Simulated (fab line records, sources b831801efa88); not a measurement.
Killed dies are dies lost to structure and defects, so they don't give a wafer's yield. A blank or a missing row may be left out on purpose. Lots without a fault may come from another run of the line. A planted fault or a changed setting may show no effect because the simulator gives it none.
Problem report in the 8D (eight disciplines) form, filled by code | flow sky130 | the parts of the form that need people (team, actions taken, sign-off) are left out

1. THE PROBLEM
exposure_dose_mJ_cm2 at SKY_NWELL_EXPOSE_20 reads a mean of 250.82 on 9 wafers of 3 lots; wafers without a fault read 260.04 with a standard deviation of 0.25. That is -37 standard deviations from the usual mean.
The step: exposes mask NWM COMPLEMENT, target cd 840 nm.
First seen on wafer L296.3, day 8 00:17, on iline_stepper-01. The record holds 45 wafers of 15 lots with a number at this step. Rule for "out", or "out of limits": more than 4 standard deviations from the usual mean. The other wafers with a number count as sound.

2. WHAT IT IS AND WHAT IT IS NOT
question                    | is                     | is not
which readings at this step | exposure_dose_mJ_cm2   | -
which lots                  | L296, L297, L298       | L286, L287, L288, L289, L290, L292, L299, L302, L303, L306, L307, L309
which wafers of those lots  | all that have a number | -
read on which tools         | iline_stepper-01       | iline_stepper-02
when                        | from day 8 00:17       | up to then (18 sound wafers); but 18 sound wafers of L299, L302, L303, L306, L307, L309 came after

3. SUSPECTS, AND WHAT RULES EACH OUT
Counting: a tool at a process step up to the reading stays a suspect if it ran every lot that is out and no sound lot after the first of them.
- iline_stepper-01 at SKY_NWELL_EXPOSE_20 (exposes mask NWM COMPLEMENT, target cd 840 nm): kept. It ran every lot that is out, first L296 (day 8 00:17), and no sound lot after that; its last sound lot up to then is L290 (day 5 22:19). Its own readings are out on those wafers: exposure_dose_mJ_cm2.
Left after counting: iline_stepper-01 at SKY_NWELL_EXPOSE_20.

4. THE CAUSE (what the simulator had put in)
Process parameter drift: iline_stepper-01, from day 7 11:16 on, at SKY_NWELL_EXPOSE_20. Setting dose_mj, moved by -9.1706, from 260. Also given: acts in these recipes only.
Counting left only this tool.

5. THE CHAIN OF EFFECTS, in route order
Each row: a reading whose mean over the struck wafers that have a number lies more than 3 standard deviations from the usual. Only readings for which the record gives a usual standard deviation are gone through. hours: the time from each lot's start at the first step in this table that gives one to its start at this step, as a median over the lots. sigmas: the change in usual standard deviations.
hours | step                | reading              | usual  | on struck wafers | change | sigmas
0     | SKY_NWELL_EXPOSE_20 | exposure_dose_mJ_cm2 | 260.04 | 250.82           | -9.22  | -37
The process steps in it:
- SKY_NWELL_EXPOSE_20: exposes mask NWM COMPLEMENT, target cd 840 nm.

6. WHAT WOULD HAVE CAUGHT IT SOONER
In this record the first reading out of limits was taken at day 8 00:17, 13 hours after the fault began at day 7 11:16.
